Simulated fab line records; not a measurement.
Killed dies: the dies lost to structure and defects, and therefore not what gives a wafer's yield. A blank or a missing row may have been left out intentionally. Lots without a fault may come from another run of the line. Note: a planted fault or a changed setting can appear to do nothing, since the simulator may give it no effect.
Comparing a struck lot with a sound one / flow sky130 / 43 out of 708 route steps
Sound: wafers L808.1, L808.3, L808.4. Struck: wafer L792.6 (L792.1, L792.5, from the same lot, were not struck and are left out); the cause is given at the end.
At each step with rows: each side's tool, then ch and its chambers, then its first start. Under that, the readings that differ: sound wafers / struck wafers / difference of the means / sigmas: that difference in standard deviations of wafers without a fault.
alike: words and numbers the same on both sides, and readings whose means are apart by under 2 such deviations; not compared: readings that were withheld, readings missing a value for some wafer, numbers with overlapping values and no deviation given by the record, and bounds like >300 which may hide the same value.
Wherever a step has rows on one side only, a row that says differs or no value, or a row with sigmas, the two part there. Numbers that have no deviation but don't overlap get no sigmas and don't part them. Lack of a reading on every wafer of one side parts them only where that side has two or more wafers.

first, 6 steps without rows for these wafers: SKY_VIA2_ETCH_15 (etches SiO2 in C4F8/O2/Ar, stops on TiN, target depth 546 nm, time 84 s); SKY_VIA2_STRIP_16 (strips in O2/N2); SKY_VIA2_STRIP_17 (strips in post etch residue remover, time 1200 s); SKY_VIA2_CLEAN_18 (cleans in IPA, time 180 s); SKY_VIA2_CLEAN_19 (cleans in O3/DIW); SKY_VIA2_SPUTTER_20 (material TiN, target thk 20 nm, time 80 s).
SKY_VIA2_CVD_21: deposits W, target thk 420 nm, time 126.4 s.
  sound on cvd w-02 ch 0,1, day 42 07:43; struck on cvd w-02 ch 0, day 38 02:55
  alike: heater power w
SKY_VIA2_RS_MEAS_22: uses a four-point probe to measure.
  sound on film metro-03 at day 42 07:50; struck on film metro-04 at day 38 03:03
  alike: VIA2_W_RS
SKY_VIA2_THK_MEAS_23: measures by xrf.
  sound on film metro-03 at day 42 07:58; struck on film metro-04 at day 38 03:10
  alike: VIA2_W_THK
SKY_VIA2_CMP_24: polishes, stops on SiO2, t overpolish 20 s, target thk 0 nm.
  sound on cmp-02 ch 0,1,3, day 42 08:03; struck on cmp-02 ch 2, day 38 03:23
  alike: motor current A, overpolish run s, time to endpoint s
SKY_METAL3_SPUTTER_00: material Ti, target thk 15 nm, time 10 s.
  sound on pvd sputter-02 at day 42 08:21; struck on pvd sputter-02 at day 38 03:32
  alike: throttle valve pct
then, 1 step without rows for these wafers: SKY_METAL3_SPUTTER_01 (material TiN, target thk 20 nm, time 16.7 s).
SKY_METAL3_SPUTTER_02: material AlCu, target thk 735 nm, time 39.1 s.
  sound on pvd sputter-02 at day 42 08:24; struck on pvd sputter-02 at day 38 03:35
reading=model.AlCu_of_METAL3_SPUTTER_02.thk nm (nm); sound=741.8 739.2 743; struck=1121; difference=+380; sigmas=
  alike: throttle valve pct
then, 2 steps without rows for these wafers: SKY_METAL3_SPUTTER_03 (material Ti, target thk 5 nm, time 3.3 s); SKY_METAL3_SPUTTER_04 (material TiN, target thk 70 nm, time 58.3 s).
SKY_CAPM_CVD_00: deposits SiO2, target thk 15.5 nm.
  sound on pecvd-04 ch 1,2, day 42 08:31; struck on pecvd-04 ch 2, day 38 03:41
  alike: heater power w
SKY_CAPM_THK_MEAS_01:
  sound on film metro-03 at day 42 08:32; struck on film metro-04 at day 38 03:42
  alike: CAPM_CVD_00_THK
SKY_CAPM_SPUTTER_02: material TiN, target thk 200 nm, time 166.7 s.
  sound on pvd sputter-03 at day 42 08:36; struck on pvd sputter-01 at day 38 03:46
  alike: throttle valve pct
SKY_CAPM_RS_MEAS_03: uses a four-point probe to measure.
  sound on film metro-01 at day 42 08:43; struck on film metro-03 at day 38 03:52
  alike: CAPM_TIN_RS
SKY_CAPM_THK_MEAS_04: measures by xrf.
  sound on film metro-01 at day 42 08:50; struck on film metro-03 at day 38 03:59
  alike: CAPM_TIN_THK
then, 7 steps without rows for these wafers: SKY_CAPM_DEHYDRATE_05 (time 60 s); SKY_CAPM_HMDS_06 (prime time 60 s); SKY_CAPM_COAT_07 (resist thk 1140 nm); SKY_CAPM_SOFTBAKE_08 (time 60 s); SKY_CAPM_EXPOSE_09 (exposes mask CAPM, target cd 1000 nm); SKY_CAPM_PEB_10; SKY_CAPM_DEVELOP_11 (develop time 60 s).
SKY_CAPM_OVL_MEAS_12:
  sound on overlay-02 at day 43 08:27; struck on overlay-02 at day 39 05:04
  alike: CAPM_OVL
then, 13 steps without rows for these wafers: SKY_CAPM_METAL_ETCH_13 (etches TiN in Cl2/BCl3, stops on SiO2, target depth 220 nm, time 62.9 s); SKY_CAPM_STRIP_14 (strips in O2/N2); SKY_CAPM_STRIP_15 (strips in post etch residue remover, time 1200 s); SKY_CAPM_CLEAN_16 (cleans in IPA, time 180 s); SKY_CAPM_CLEAN_17 (cleans in O3/DIW); SKY_METAL3_DEHYDRATE_05 (time 60 s); SKY_METAL3_HMDS_06 (prime time 60 s); SKY_METAL3_COAT_07 (resist thk 60 nm); SKY_METAL3_COAT_08 (resist thk 1140 nm); SKY_METAL3_SOFTBAKE_09 (time 90 s); SKY_METAL3_EXPOSE_10 (exposes mask MM3, target cd 300 nm); SKY_METAL3_PEB_11; SKY_METAL3_DEVELOP_12 (develop time 60 s).
SKY_METAL3_CD_MEAS_13: the cd target is 300 nm.
  sound on cd sem-02 at day 44 07:58; struck on cd sem-02 at day 40 05:55
  alike: cd nm
SKY_METAL3_METAL_ETCH_18: etches the open film in Cl2/BCl3, stops on SiO2, target depth 845 nm, time 183.1 s.
  sound on rie metal-02 ch 0,1, day 44 08:16; struck on rie metal-02 ch 1, day 40 06:13
reading=oes product au (a.u.); sound=0.868 0.870 0.863; struck=1.014; difference=+0.147; sigmas=+24
  alike: drypump motor current A, throttle valve pct
  not compared: rf hours counter h

## WHERE THEY PART
Only at SKY_METAL3_METAL_ETCH_18, as far as this record shows.

WHY: what had been put in by the simulator
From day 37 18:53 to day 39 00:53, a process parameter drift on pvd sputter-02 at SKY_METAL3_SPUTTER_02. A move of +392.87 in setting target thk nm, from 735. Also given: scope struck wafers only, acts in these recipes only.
